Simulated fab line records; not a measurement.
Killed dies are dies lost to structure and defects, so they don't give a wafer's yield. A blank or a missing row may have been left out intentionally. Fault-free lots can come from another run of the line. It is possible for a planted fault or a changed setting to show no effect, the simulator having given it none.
fab line records	flow sky130
record: lots: 6	wafers: 18	last-day: 47
route steps=708 shown POLY_CUT@317 SD_P@320 RES_XHIGH@332 SD_N@342 PAD_OPEN@708
lots with no fault: from the same line, run without faults
start-h: the number of hours between the record's first day and the start of the first shown wafer of the lot	wait-h: hours since the lot's step before	" same as the row above	L1.1+2: a row that stands for several wafers	- no value, or no start given	* or withheld: withheld	< > ~ a bound
route shown NAME@n: names a module that has steps shown in the file, with the first one's number in the route	usual: the fault-free wafers' mean and standard deviation	same: alike in all rows	chamber/n: place in a boat	sites: readings site by site	_std_site: the standard deviation of these	_edge_site: outer sites' mean less inner sites'	radius-mm: how far each site lies from the wafer's centre	mask NAME#n: copy n	behind: tool/chamber where the wafer was last shaped	hold: why the lot was held/for how many hours/how that ended	device: which transistor (n, p or np) failed to switch	end of line: tests of these same wafers at the route's end	where a step has no rows: the recipe by itself	killed: count of dies lost to structure and defects at first sort (not the wafer's yield)	map: a wafer's dies, x killed, . not, _ none there
set.NAME: setting as actually run; set.NAME@STEP: the setting as run at that earlier step	model.NAME: the simulator's own value behind a step, which no gauge read
lots at selected steps of the route; one table per step, one row per wafer
services: a tool's chamber out of use, with start hour (start-h, from the record's first day; less than 0 if before it), hours out, and reason
== steps ==
step: SKY_POLY_CUT_ETCH_10
recipe: chemistry: N2/H2	target: BARC	ion-energy-ev: 200	source-w: 500	bias-w: 100	pressure-mtorr: 30	n2-flow-sccm: 100	h2-flow-sccm: 200	stop-on: SiO2	time-s: 45.9	target-depth-a: 600
step: SKY_POLY_CUT_ETCH_11
recipe: target: Si3N4	chemistry: CF4/CH2F2/Ar	stop-on: poly-Si	source-w: 600	bias-w: 150	pressure-mtorr: 40	cf4-flow-sccm: 40	ch2f2-flow-sccm: 20	Ar_flow_sccm: 150	time-s: 42.5	target-depth-a: 600
step: SKY_POLY_CUT_STRIP_12
recipe: chemistry: O2/N2	power-w: 1400	pressure-mtorr: 1500	platen-temp-c: withheld	o2-flow-sccm: 3000	n2-flow-sccm: 300	overash-fraction: 0.5
usual: drypump-motor-current-A: 5.9/0.42	oes-product-au: 0.452/0.0043	strip-time-to-endpoint-s: 5.357/0.016
lot.wafer	tool	chamber	start-h	wait-h	drypump-motor-current-A	oes-product-au	rf-hours-counter-h	strip-time-to-endpoint-s
L494.2	plasma-asher-03	0	561.47	0.0	6.0	0.448	89	5.377
L494.4	"	0	"	"	6.0	0.454	-	5.350
L494.5	"	0	"	"	6.0	0.454	-	5.368
L496.2	plasma-asher-01	1	568.27	0.0	6.5	0.458	46	5.359
L496.3	"	1	"	"	6.6	0.459	-	5.362
L496.4	"	0	"	"	5.7	0.453	-	5.366
L499.2	plasma-asher-03	1	621.62	0.0	5.9	0.452	95	5.363
L499.3	"	0	"	"	6.0	0.449	-	5.362
L499.6	"	1	"	"	6.0	0.452	-	5.369
L502.1	plasma-asher-03	0	631.43	0.0	6.0	0.456	96	5.361
L502.3	"	1	"	"	6.0	0.448	-	5.352
L502.6	"	0	"	"	6.0	0.456	-	5.370
L503.3	plasma-asher-01	0	639.96	0.1	5.7	0.454	-	5.348
L503.4	"	1	"	"	6.5	0.449	-	5.351
L503.6	"	1	"	"	6.6	0.452	-	5.351
L504.4	plasma-asher-04	1	645.72	0.0	5.2	0.460	-	5.337
L504.5	"	1	"	"	5.2	0.449	-	5.365
L504.6	"	0	"	"	6.2	0.449	-	5.350
step: SKY_SD_P_DEHYDRATE_00
recipe: temp-c: 200	time-s: 60
step: SKY_SD_P_HMDS_01
recipe: prime-time-s: 60	prime-temp-c: 120
step: SKY_SD_P_COAT_02
recipe: resist: NOVOLAK	spin-rpm: 3000	resist-thk-nm: 1140
step: SKY_SD_P_SOFTBAKE_03
recipe: temp-c: 90	time-s: 60	resist: NOVOLAK
step: SKY_SD_P_EXPOSE_04
recipe: mask-id: PSDM	na: 0.6	source-shape: conventional	sigma-outer: 0.6	polarization: unpolarized	target-cd-nm: 380	dose-mj: 138
step: SKY_SD_P_PEB_05
recipe: temp-c: withheld	time-s: *	resist: NOVOLAK
step: SKY_SD_P_DEVELOP_06
recipe: resist: NOVOLAK	developer: TMAH	develop-time-s: 60	dev-temp-c: 23
step: SKY_SD_P_CD_MEAS_07
recipe: target-cd-nm: 380
usual: cd-nm: 380.4/2.5
lot.wafer	tool	chamber	start-h	wait-h	cd-nm
L494.2	cd-sem-01	-	591.03	0.1	376.4
L494.4	"	-	"	"	375.5
L494.5	"	-	"	"	376.4
L496.2	cd-sem-01	-	597.78	0.1	377.8
L496.3	"	-	"	"	377.2
L496.4	"	-	"	"	375.2
L499.2	cd-sem-01	-	649.18	0.1	379.1
L499.3	"	-	"	"	377.3
L499.6	"	-	"	"	379.2
L502.1	cd-sem-02	-	658.89	0.1	378.8
L502.3	"	-	"	"	379.3
L502.6	"	-	"	"	378.8
L503.3	cd-sem-01	-	667.95	0.1	379.0
L503.4	"	-	"	"	379.0
L503.6	"	-	"	"	379.2
L504.4	cd-sem-01	-	673.62	0.1	383.3
L504.5	"	-	"	"	383.5
L504.6	"	-	"	"	382.1
step: SKY_SD_P_OVL_MEAS_08
usual: SD_P_OVL: -0.3/1.2
lot.wafer	tool	chamber	start-h	wait-h	SD_P_OVL[nm]
L494.2	overlay-01	-	591.14	0.1	0.9
L494.4	"	-	"	"	0.0
L494.5	"	-	"	"	2.0
L496.2	overlay-01	-	597.89	0.1	0.2
L496.3	"	-	"	"	1.8
L496.4	"	-	"	"	1.0
L499.2	overlay-02	-	649.29	0.1	-1.1
L499.3	"	-	"	"	-0.6
L499.6	"	-	"	"	-0.7
L502.1	overlay-02	-	659.01	0.1	-1.4
L502.3	"	-	"	"	-1.7
L502.6	"	-	"	"	-0.4
L503.3	overlay-02	-	668.04	0.1	-0.2
L503.4	"	-	"	"	-1.6
L503.6	"	-	"	"	-1.7
L504.4	overlay-02	-	673.70	0.1	-2.1
L504.5	"	-	"	"	-1.4
L504.6	"	-	"	"	-1.5
step: SKY_SD_P_IMPLANT_09
recipe: species: BF2	energy-kev: 20	dose-cm2: 3e+15	tilt-deg: 0
lot.wafer	tool	chamber	start-h	wait-h
L494.2+4+5	implanter-02	0	591.19	0.0
L496.2+3+4	implanter-01	0	597.94	0.0
L499.2+3+6	implanter-01	0	649.34	0.0
L502.1+3+6	implanter-01	0	659.04	0.0
L503.3+4+6	implanter-02	0	668.15	0.1
L504.4+5+6	implanter-01	0	673.79	0.1
step: SKY_SD_P_STRIP_10
recipe: chemistry: O2/N2	power-w: 1400	pressure-mtorr: 1500	platen-temp-c: withheld	o2-flow-sccm: 3000	n2-flow-sccm: 300	overash-fraction: 0.5
usual: drypump-motor-current-A: 5.7/0.51	oes-product-au: 0.617/0.0043	strip-time-to-endpoint-s: 17.49/0.038
lot.wafer	tool	chamber	start-h	wait-h	drypump-motor-current-A	oes-product-au	rf-hours-counter-h	strip-time-to-endpoint-s
L494.2	plasma-asher-02	1	591.32	0.1	5.5	0.613	16	17.48
L494.4	"	0	"	"	5.2	0.622	-	17.52
L494.5	"	0	"	"	5.2	0.619	-	17.51
L496.2	plasma-asher-02	1	598.07	0.1	5.5	0.609	17	17.49
L496.3	"	0	"	"	5.2	0.620	-	17.50
L496.4	"	1	"	"	5.5	0.616	-	17.48
L499.2	plasma-asher-02	1	649.47	0.1	5.5	0.623	22	17.48
L499.3	"	1	"	"	5.5	0.619	-	17.54
L499.6	"	1	"	"	5.5	0.621	-	17.50
L502.1	plasma-asher-04	1	659.19	0.1	5.2	0.622	82	17.52
L502.3	"	1	"	"	5.2	0.616	-	17.52
L502.6	"	1	"	"	5.2	0.615	-	17.45
L503.3	plasma-asher-04	1	668.28	0.1	5.2	0.614	-	17.43
L503.4	"	0	"	"	6.3	0.619	-	17.53
L503.6	"	1	"	"	5.2	0.619	-	17.48
L504.4	plasma-asher-04	0	673.90	0.1	6.3	0.616	-	17.45
L504.5	"	0	"	"	6.3	0.612	-	17.46
L504.6	"	1	"	"	5.2	0.612	-	17.44
step: SKY_SD_P_TW_MEAS_11
usual: SD_P_TW: 2848/17
lot.wafer	tool	chamber	start-h	wait-h	SD_P_TW
L494.2	film-metro-02	-	591.43	0.1	2831
L494.4	"	-	"	"	2841
L494.5	"	-	"	"	2833
L496.2	film-metro-01	-	598.18	0.1	2849
L496.3	"	-	"	"	2843
L496.4	"	-	"	"	2842
L499.2	film-metro-02	-	649.58	0.1	2849
L499.3	"	-	"	"	2837
L499.6	"	-	"	"	2858
L502.1	film-metro-04	-	659.29	0.1	2850
L502.3	"	-	"	"	2869
L502.6	"	-	"	"	2855
L503.3	film-metro-04	-	668.37	0.1	2858
L503.4	"	-	"	"	2850
L503.6	"	-	"	"	2851
L504.4	film-metro-04	-	674.00	0.1	2874
L504.5	"	-	"	"	2864
L504.6	"	-	"	"	2863
step: SKY_RES_XHIGH_DEHYDRATE_00
recipe: temp-c: 200	time-s: 60
step: SKY_RES_XHIGH_HMDS_01
recipe: prime-time-s: 60	prime-temp-c: 120
step: SKY_RES_XHIGH_COAT_02
recipe: resist: NOVOLAK	spin-rpm: 3000	resist-thk-nm: 1140
step: SKY_RES_XHIGH_SOFTBAKE_03
recipe: temp-c: 90	time-s: 60	resist: NOVOLAK
step: SKY_RES_XHIGH_EXPOSE_04
recipe: mask-id: URPM	na: 0.6	source-shape: conventional	sigma-outer: 0.6	polarization: unpolarized	target-cd-nm: 1270	dose-mj: 140
step: SKY_RES_XHIGH_PEB_05
recipe: temp-c: withheld	time-s: *	resist: NOVOLAK
step: SKY_RES_XHIGH_DEVELOP_06
recipe: resist: NOVOLAK	developer: TMAH	develop-time-s: 60	dev-temp-c: 23
step: SKY_RES_XHIGH_IMPLANT_07
recipe: species: BF2	energy-kev: 20	dose-cm2: 3.6e+14	tilt-deg: 0
step: SKY_RES_XHIGH_STRIP_08
recipe: chemistry: O2/N2	power-w: 1400	pressure-mtorr: 1500	platen-temp-c: withheld	o2-flow-sccm: 3000	n2-flow-sccm: 300	overash-fraction: 0.5
usual: drypump-motor-current-A: 5.6/0.43	oes-product-au: 0.711/0.0047	strip-time-to-endpoint-s: 14.28/0.037
lot.wafer	tool	chamber	start-h	wait-h	drypump-motor-current-A	oes-product-au	rf-hours-counter-h	strip-time-to-endpoint-s
L494.2	plasma-asher-04	0	620.00	0.1	6.3	0.710	78	14.28
L494.4	"	0	"	"	6.3	0.713	-	14.34
L494.5	"	1	"	"	5.2	0.707	-	14.31
L496.2	plasma-asher-02	1	626.11	0.1	5.5	0.716	20	14.21
L496.3	"	1	"	"	5.5	0.712	-	14.21
L496.4	"	0	"	"	5.2	0.708	-	14.23
L499.2	plasma-asher-02	0	676.75	0.1	5.2	0.711	24	14.28
L499.3	"	0	"	"	5.2	0.707	-	14.30
L499.6	"	1	"	"	5.5	0.716	-	14.28
L502.1	plasma-asher-02	1	687.81	0.1	5.5	0.712	25	14.19
L502.3	"	0	"	"	5.2	0.713	-	14.22
L502.6	"	1	"	"	5.5	0.724	-	14.26
L503.3	plasma-asher-04	1	696.73	0.1	5.2	0.711	-	14.26
L503.4	"	0	"	"	6.3	0.717	-	14.29
L503.6	"	1	"	"	5.1	0.709	-	14.33
L504.4	plasma-asher-03	1	701.63	0.1	6.0	0.714	-	14.25
L504.5	"	0	"	"	6.0	0.718	-	14.25
L504.6	"	1	"	"	6.0	0.710	-	14.19
step: SKY_RES_XHIGH_TW_MEAS_09
usual: RES_XHIGH_TW: 1656/9.4
lot.wafer	tool	chamber	start-h	wait-h	RES_XHIGH_TW
L494.2	film-metro-02	-	620.11	0.1	1650
L494.4	"	-	"	"	1647
L494.5	"	-	"	"	1658
L496.2	film-metro-04	-	626.22	0.1	1666
L496.3	"	-	"	"	1661
L496.4	"	-	"	"	1666
L499.2	film-metro-01	-	676.86	0.1	1650
L499.3	"	-	"	"	1645
L499.6	"	-	"	"	1645
L502.1	film-metro-04	-	687.91	0.1	1662
L502.3	"	-	"	"	1676
L502.6	"	-	"	"	1672
L503.3	film-metro-01	-	696.82	0.1	1649
L503.4	"	-	"	"	1655
L503.6	"	-	"	"	1650
L504.4	film-metro-04	-	701.73	0.1	1654
L504.5	"	-	"	"	1659
L504.6	"	-	"	"	1660
step: SKY_SD_N_DEHYDRATE_00
recipe: temp-c: 200	time-s: 60
step: SKY_SD_N_HMDS_01
recipe: prime-time-s: 60	prime-temp-c: 120
step: SKY_SD_N_COAT_02
recipe: resist: NOVOLAK	spin-rpm: 3000	resist-thk-nm: 1140
step: SKY_SD_N_SOFTBAKE_03
recipe: temp-c: 90	time-s: 60	resist: NOVOLAK
step: SKY_SD_N_EXPOSE_04
recipe: mask-id: NSDM	na: 0.6	source-shape: conventional	sigma-outer: 0.6	polarization: unpolarized	target-cd-nm: 380	dose-mj: 141
step: SKY_SD_N_PEB_05
recipe: temp-c: withheld	time-s: *	resist: NOVOLAK
step: SKY_SD_N_DEVELOP_06
recipe: resist: NOVOLAK	developer: TMAH	develop-time-s: 60	dev-temp-c: 23
step: SKY_SD_N_CD_MEAS_07
recipe: target-cd-nm: 380
usual: cd-nm: 379.8/2.4
lot.wafer	tool	chamber	start-h	wait-h	cd-nm
L494.2	cd-sem-01	-	648.28	0.1	378.6
L494.4	"	-	"	"	377.5
L494.5	"	-	"	"	376.9
L496.2	cd-sem-01	-	654.83	0.1	381.0
L496.3	"	-	"	"	379.3
L496.4	"	-	"	"	380.9
L499.2	cd-sem-02	-	704.31	0.1	380.8
L499.3	"	-	"	"	380.5
L499.6	"	-	"	"	378.7
L502.1	cd-sem-02	-	715.76	0.1	379.0
L502.3	"	-	"	"	376.4
L502.6	"	-	"	"	379.1
L503.3	cd-sem-02	-	724.13	0.1	378.6
L503.4	"	-	"	"	378.9
L503.6	"	-	"	"	378.9
L504.4	cd-sem-02	-	728.70	0.1	382.0
L504.5	"	-	"	"	383.7
L504.6	"	-	"	"	382.2
step: SKY_SD_N_OVL_MEAS_08
usual: SD_N_OVL: 0.4/1.3
lot.wafer	tool	chamber	start-h	wait-h	SD_N_OVL[nm]
L494.2	overlay-01	-	648.39	0.1	0.8
L494.4	"	-	"	"	2.7
L494.5	"	-	"	"	2.0
L496.2	overlay-02	-	654.94	0.1	-1.3
L496.3	"	-	"	"	-0.2
L496.4	"	-	"	"	-0.6
L499.2	overlay-01	-	704.42	0.1	0.8
L499.3	"	-	"	"	-2.1
L499.6	"	-	"	"	-1.2
L502.1	overlay-01	-	715.88	0.1	1.9
L502.3	"	-	"	"	0.0
L502.6	"	-	"	"	-1.6
L503.3	overlay-02	-	724.22	0.1	2.1
L503.4	"	-	"	"	2.2
L503.6	"	-	"	"	1.0
L504.4	overlay-01	-	728.78	0.1	-0.7
L504.5	"	-	"	"	0.1
L504.6	"	-	"	"	0.0
step: SKY_SD_N_IMPLANT_09
recipe: species: As	energy-kev: 50	dose-cm2: 4e+15	tilt-deg: 0
step: SKY_SD_N_IMPLANT_10
recipe: species: P	energy-kev: 20	dose-cm2: 1e+14	tilt-deg: 0
step: SKY_SD_N_STRIP_11
recipe: chemistry: O2/N2	power-w: 1400	pressure-mtorr: 1500	platen-temp-c: withheld	o2-flow-sccm: 3000	n2-flow-sccm: 300	overash-fraction: 0.5
usual: drypump-motor-current-A: 5.9/0.37	oes-product-au: 0.528/0.0044	strip-time-to-endpoint-s: 22.55/0.043
lot.wafer	tool	chamber	start-h	wait-h	drypump-motor-current-A	oes-product-au	rf-hours-counter-h	strip-time-to-endpoint-s
L494.2	plasma-asher-03	1	648.72	0.1	6.0	0.524	98	22.53
L494.4	"	1	"	"	6.0	0.527	-	22.51
L494.5	"	0	"	"	6.0	0.533	-	22.55
L496.2	plasma-asher-01	1	655.27	0.1	6.5	0.524	54	22.60
L496.3	"	1	"	"	6.6	0.530	-	22.59
L496.4	"	0	"	"	5.7	0.535	-	22.53
L499.2	plasma-asher-02	1	704.75	0.1	5.5	0.532	26	22.50
L499.3	"	0	"	"	5.2	0.530	-	22.53
L499.6	"	0	"	"	5.2	0.530	-	22.53
L502.1	plasma-asher-03	1	716.22	0.1	6.0	0.522	104	22.48
L502.3	"	1	"	"	6.0	0.526	-	22.46
L502.6	"	0	"	"	6.0	0.530	-	22.49
L503.3	plasma-asher-03	1	724.58	0.1	6.0	0.532	-	22.52
L503.4	"	0	"	"	6.0	0.521	-	22.54
L503.6	"	1	"	"	6.0	0.539	-	22.54
L504.4	plasma-asher-01	0	729.13	0.1	5.7	0.527	-	22.54
L504.5	"	1	"	"	6.5	0.529	-	22.52
L504.6	"	0	"	"	5.7	0.529	-	22.52
step: SKY_SD_N_TW_MEAS_12
usual: SD_N_TW: 4009/22
lot.wafer	tool	chamber	start-h	wait-h	SD_N_TW
L494.2	film-metro-01	-	648.83	0.1	4030
L494.4	"	-	"	"	4027
L494.5	"	-	"	"	4036
L496.2	film-metro-04	-	655.38	0.1	4023
L496.3	"	-	"	"	4028
L496.4	"	-	"	"	4003
L499.2	film-metro-01	-	704.86	0.1	4005
L499.3	"	-	"	"	4007
L499.6	"	-	"	"	4006
L502.1	film-metro-02	-	716.32	0.1	4019
L502.3	"	-	"	"	4022
L502.6	"	-	"	"	4006
L503.3	film-metro-01	-	724.67	0.1	4007
L503.4	"	-	"	"	3996
L503.6	"	-	"	"	4004
L504.4	film-metro-01	-	729.23	0.1	3997
L504.5	"	-	"	"	3982
L504.6	"	-	"	"	4002
step: SKY_SD_N_CLEAN_13
recipe: chemistry: SC1/SC2	mix: 1:4:20	temp-c: 70	time-s: 150	dry: n2-spin
step: SKY_SD_N_RTA_14
recipe: temp-c: 1075	time-s: 2	idle-temp-c: 650	ramp-up-c-per-s: 150	ramp-down-c-per-s: 90	ambient: N2
usual: anneal-temp-c-max: 1079.6/0.89	lamp-power-pct: 15.73/0.056	wafer_temp_C_max: 1078.0/1.4
lot.wafer	tool	chamber	start-h	wait-h	anneal-temp-c-max	lamp-power-pct	wafer_temp_C_max
L494.2	rtp-anneal-01	0	648.94	0.0	1080.9	15.84	1076.5
L494.4	"	0	"	"	1081.0	15.74	1079.1
L494.5	"	0	"	"	1078.8	15.83	1076.4
L496.2	rtp-anneal-02	0	655.49	0.0	1080.7	15.63	1078.0
L496.3	"	0	"	"	1078.0	15.71	1079.0
L496.4	"	0	"	"	1079.1	15.76	1077.3
L499.2	rtp-anneal-02	0	704.97	0.0	1080.5	15.79	1079.3
L499.3	"	0	"	"	1082.4	15.63	1076.7
L499.6	"	0	"	"	1080.2	15.78	1076.1
L502.1	rtp-anneal-02	0	716.43	0.0	1078.8	15.62	1075.6
L502.3	"	0	"	"	1079.6	15.70	1079.6
L502.6	"	0	"	"	1079.4	15.70	1078.0
L503.3	rtp-anneal-01	0	724.77	0.0	1079.8	15.71	1078.3
L503.4	"	0	"	"	1079.9	15.78	1076.9
L503.6	"	0	"	"	1081.9	15.75	1078.6
L504.4	rtp-anneal-02	0	729.33	0.0	1078.8	15.80	1076.0
L504.5	"	0	"	"	1078.6	15.70	1078.1
L504.6	"	0	"	"	1079.9	15.63	1078.9
step: SKY_SD_N_RS_MEAS_16
recipe: thk-meas-gauge: four-point-probe
usual: SD_N_RS: 68.51/0.12
lot.wafer	tool	chamber	start-h	wait-h	SD_N_RS[ohm/sq]
L494.2	film-metro-02	-	649.12	0.1	68.60
L494.4	"	-	"	"	68.47
L494.5	"	-	"	"	68.35
L496.2	film-metro-01	-	655.67	0.1	68.47
L496.3	"	-	"	"	68.67
L496.4	"	-	"	"	68.46
L499.2	film-metro-02	-	705.15	0.1	68.54
L499.3	"	-	"	"	68.56
L499.6	"	-	"	"	68.46
L502.1	film-metro-02	-	716.60	0.1	68.50
L502.3	"	-	"	"	68.48
L502.6	"	-	"	"	68.55
L503.3	film-metro-01	-	724.97	0.1	68.53
L503.4	"	-	"	"	68.70
L503.6	"	-	"	"	68.74
L504.4	film-metro-04	-	729.54	0.1	68.14
L504.5	"	-	"	"	68.37
L504.6	"	-	"	"	68.33
step: SKY_PAD_OPEN_PROBE_99
usual: killed_at_M0_to_M3: 44/6.4	killed_at_M4_up: 3.4/2.1	killed-at-contacts: 23/5	killed-at-front-end: 15/4.5	killed-at-other: 0.3/0.54	killed-dies: 86/9.5	killed-open: 48/6.9	killed-short: 38/5.9
same: gross-dies: 492	killed-at-back-side: 0
lot.wafer	tool	chamber	start-h	wait-h	killed_at_M0_to_M3	killed_at_M4_up	killed-at-contacts	killed-at-front-end	killed-at-other	killed-dies	killed-open	killed-short	model.etest.pfet-g5v0d10v5.r-on-ohm-um	model.etest.pfet_01v8.r-on-ohm-um	model.etest.pfet-g5v0d10v5.drive-ua-um	model.etest.res-high-po.rs-ohm-sq-rim-less-centre	model.etest.res-high-po.rs-ohm-sq-range	model.etest.pfet_01v8_lvt.drive-ua-um	model.etest.pfet_01v8.drive-ua-um	model.etest.pfet_01v8_mvt.drive-ua-um
L494.2	prober-02	-	1078.53	0.1	49	2	25	16	0	92	41	51	4820	2956	335.4	1.673	3.768	168.8	187	148.2
L494.4	prober-02	-	1078.63	0.2	46	5	33	21	0	105	58	47	4817	2925	337.5	-1.215	5.327	169.4	187.2	148.7
L494.5	prober-02	-	1078.68	0.2	45	3	23	16	0	87	47	40	4852	2908	333	0.3803	5.595	172.6	189.7	152.2
L496.2	prober-01	-	1083.86	0.1	54	2	15	11	1	83	45	38	4704	2930	347.9	-1.209	4.981	172.6	191.3	151.2
L496.3	prober-01	-	1083.91	0.2	46	2	22	16	0	86	43	43	4720	2898	349.2	1.956	8.421	176.2	196	153.5
L496.4	prober-01	-	1083.96	0.2	45	2	18	15	2	82	42	39	4672	2828	352.9	-0.2085	4.828	175.4	195.7	154.8
L499.2	prober-02	-	1115.94	0.1	58	0	28	22	0	108	61	47	4744	2916	339.3	-2.56	7.004	172.1	191.8	151.4
L499.3	prober-02	-	1115.99	0.2	39	0	34	31	0	104	62	40	4775	2942	340.5	-4.35	6.131	170.5	190.8	151.6
L499.6	prober-02	-	1116.14	0.2	52	4	28	11	1	96	47	49	4727	2852	344.8	-7.802	8.56	175.9	195.3	154.7
L502.1	prober-02	-	1126.73	0.1	38	0	29	14	0	81	44	37	4986	3103	328.2	-24.55	29.32	160.2	179.9	141.4
L502.3	prober-02	-	1126.83	0.2	47	2	34	8	1	92	63	29	5035	3088	328.9	-21.02	21.98	160.2	181.6	140.3
L502.6	prober-02	-	1126.98	0.2	39	4	26	11	0	80	42	38	5045	3071	326.4	-22.3	23.49	160	179.6	141.3
L503.3	prober-01	-	1133.52	0.2	41	2	19	11	0	73	41	32	4788	2875	338	-0.1084	3.14	174.7	190.6	149.8
L503.4	prober-01	-	1133.57	0.2	41	5	24	16	2	88	49	37	4783	2928	340.4	-1.473	3.365	171.3	187.2	146.5
L503.6	prober-01	-	1133.67	0.2	43	4	25	22	0	94	58	35	4754	2920	341.1	1.797	6.676	172.9	189.4	150
L504.4	prober-02	-	1134.56	0.2	40	3	22	22	0	87	43	44	5079	3014	320.4	-22.04	23.19	163.6	185	144.2
L504.5	prober-02	-	1134.61	0.2	30	2	25	10	1	68	33	35	5031	3026	328.1	-19.79	20.39	165.2	183.2	146
L504.6	prober-02	-	1134.66	0.2	43	2	34	14	0	93	52	40	4966	3031	331.9	-18.46	19.72	165	181.8	145.8
killed by level:class
L494.2 VIA1:geometric-particle:open=10 FIELD_ISO:geometric-particle:short=9 VIA3:geometric-particle:short=8 CONTACT:geometric-particle:open=8 VIA1:geometric-particle:short=7 VIA2:geometric-particle:open=7 LI_CONTACT:geometric-particle:open=5 LOCAL_INTERCONNECT:geometric-particle:short=5
L494.4 VIA1:geometric-particle:open=12 LI_CONTACT:geometric-particle:open=11 VIA2:geometric-particle:open=8 CONTACT:geometric-particle:short=7 CONTACT:geometric-particle:open=7 FIELD_ISO:geometric-particle:open=6 METAL1:geometric-particle:short=6 METAL2:geometric-particle:short=6
L494.5 VIA3:geometric-particle:short=10 VIA3:geometric-particle:open=9 VIA1:geometric-particle:open=8 LI_CONTACT:geometric-particle:open=7 CONTACT:geometric-particle:short=6 CONTACT:geometric-particle:open=6 VIA2:geometric-particle:open=6 FIELD_ISO:geometric-particle:open=5
L496.2 VIA2:geometric-particle:open=9 VIA3:geometric-particle:open=8 VIA1:geometric-particle:open=7 METAL2:geometric-particle:short=7 METAL1:geometric-particle:short=6 LI_CONTACT:geometric-particle:short=5 VIA1:geometric-particle:short=5 CONTACT:geometric-particle:open=4
L496.3 VIA3:geometric-particle:open=11 LI_CONTACT:geometric-particle:short=7 VIA1:geometric-particle:open=7 METAL2:geometric-particle:short=6 VIA2:geometric-particle:open=6 FIELD_ISO:geometric-particle:short=5 POLY_GATE:geometric-particle:open=5 VIA1:geometric-particle:short=5
L496.4 VIA1:geometric-particle:open=10 LI_CONTACT:geometric-particle:open=9 VIA3:geometric-particle:open=7 VIA1:geometric-particle:short=6 METAL2:geometric-particle:short=5 LOCAL_INTERCONNECT:geometric-particle:short=5 METAL1:geometric-particle:short=5 FIELD_ISO:geometric-particle:short=4
L499.2 VIA1:geometric-particle:open=13 CONTACT:geometric-particle:open=10 METAL1:geometric-particle:short=10 LOCAL_INTERCONNECT:geometric-particle:short=8 VIA2:geometric-particle:open=8 LI_CONTACT:geometric-particle:open=6 VIA3:geometric-particle:open=6 FIELD_ISO:geometric-particle:open=5
L499.3 VIA1:geometric-particle:open=12 LI_CONTACT:geometric-particle:open=11 CONTACT:geometric-particle:open=11 FIELD_ISO:geometric-particle:short=10 FIELD_ISO:geometric-particle:open=9 METAL2:geometric-particle:short=6 POLY_GATE:geometric-particle:open=5 LI_CONTACT:geometric-particle:short=5
L499.6 METAL2:geometric-particle:short=10 VIA3:geometric-particle:open=10 CONTACT:geometric-particle:open=8 VIA1:geometric-particle:open=7 LI_CONTACT:geometric-particle:open=6 LOCAL_INTERCONNECT:geometric-particle:short=6 METAL1:geometric-particle:short=6 CONTACT:geometric-particle:short=5
L502.1 VIA1:geometric-particle:open=10 CONTACT:geometric-particle:open=9 FIELD_ISO:geometric-particle:short=7 LI_CONTACT:geometric-particle:open=7 VIA2:geometric-particle:open=7 CONTACT:geometric-particle:short=6 METAL1:geometric-particle:short=6 LOCAL_INTERCONNECT:geometric-particle:short=4
L502.3 CONTACT:geometric-particle:open=16 VIA1:geometric-particle:open=14 VIA3:geometric-particle:open=10 LI_CONTACT:geometric-particle:open=7 CONTACT:geometric-particle:short=7 VIA2:geometric-particle:open=6 METAL1:geometric-particle:short=5 VIA3:geometric-particle:short=3
L502.6 LI_CONTACT:geometric-particle:open=10 VIA1:geometric-particle:open=9 VIA3:geometric-particle:open=7 POLY_GATE:geometric-particle:short=6 CONTACT:geometric-particle:open=6 VIA2:geometric-particle:open=6 LI_CONTACT:geometric-particle:short=5 VIA2:geometric-particle:short=5
L503.3 VIA1:geometric-particle:open=16 CONTACT:geometric-particle:open=9 FIELD_ISO:geometric-particle:short=7 VIA1:geometric-particle:short=6 METAL1:geometric-particle:short=4 VIA2:geometric-particle:open=3 LI_CONTACT:geometric-particle:open=3 LOCAL_INTERCONNECT:geometric-particle:short=3
L503.4 VIA2:geometric-particle:open=10 LI_CONTACT:geometric-particle:open=9 VIA1:geometric-particle:open=9 FIELD_ISO:geometric-particle:short=5 LOCAL_INTERCONNECT:geometric-particle:short=5 FIELD_ISO:geometric-particle:open=4 CONTACT:geometric-particle:open=4 POLY_GATE:geometric-particle:short=4
L503.6 LI_CONTACT:geometric-particle:open=12 VIA2:geometric-particle:open=10 VIA1:geometric-particle:open=8 FIELD_ISO:geometric-particle:open=7 CONTACT:geometric-particle:open=7 POLY_GATE:geometric-particle:open=6 METAL3:geometric-particle:short=6 VIA1:geometric-particle:short=5
L504.4 VIA1:geometric-particle:open=10 LI_CONTACT:geometric-particle:open=7 METAL1:geometric-particle:short=7 VIA3:geometric-particle:open=6 FIELD_ISO:geometric-particle:short=5 POLY_GATE:geometric-particle:short=5 VIA2:geometric-particle:open=5 CONTACT:geometric-particle:short=5
L504.5 CONTACT:geometric-particle:short=10 VIA1:geometric-particle:open=7 LI_CONTACT:geometric-particle:open=6 CONTACT:geometric-particle:open=5 VIA2:geometric-particle:open=5 VIA3:geometric-particle:short=4 VIA3:geometric-particle:open=4 POLY_GATE:geometric-particle:short=3
L504.6 CONTACT:geometric-particle:open=14 VIA3:geometric-particle:open=10 CONTACT:geometric-particle:short=8 VIA1:geometric-particle:open=7 VIA2:geometric-particle:open=6 LOCAL_INTERCONNECT:geometric-particle:short=5 VIA2:geometric-particle:short=5 POLY_GATE:geometric-particle:short=4
== services ==
tool	chamber	start-h	hours	kind
implanter-01	-	555.95	2.3	repair
implanter-02	-	571.08	4.3	pm
plasma-asher-03	-	609.04	1.1	repair
implanter-01	-	632.75	1.8	repair
plasma-asher-03	-	646.50	1.6	repair
rtp-anneal-02	-	651.21	3.7	pm
plasma-asher-02	-	661.08	13.5	repair
plasma-asher-01	-	662.93	3.4	repair
plasma-asher-01	-	672.36	1.1	repair
plasma-asher-03	-	678.77	5.7	repair
== key ==
first-sign none at tools or gauges
model-effect: step: SKY_PAD_OPEN_PROBE_99	value: etest.pfet-g5v0d10v5.r-on-ohm-um	without: 4770	struck: 5024
met-at SKY_SD_P_IMPLANT_09
struck-wafers L502.1,L502.3,L502.6,L504.4,L504.5,L504.6
tester-left-out L502,L504
onset-between 649.34 659.04
also-fits SKY_SD_N_RTA_14:rtp-anneal-02
fault: kind: process-parameter-drift	tool: implanter-01	chamber: -	onset-h: 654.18	steps: SKY_SD_P_IMPLANT_09	channel: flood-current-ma	offset: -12	shape: step	end-h: 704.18
tester-left-out: of these lots the tester's yield and bins aren't shown, on N5 and GAA mostly nor the transistor test; their killed dies are dies lost to structure and defects alone, not to doping, threshold or leakage, so they don't give the yield
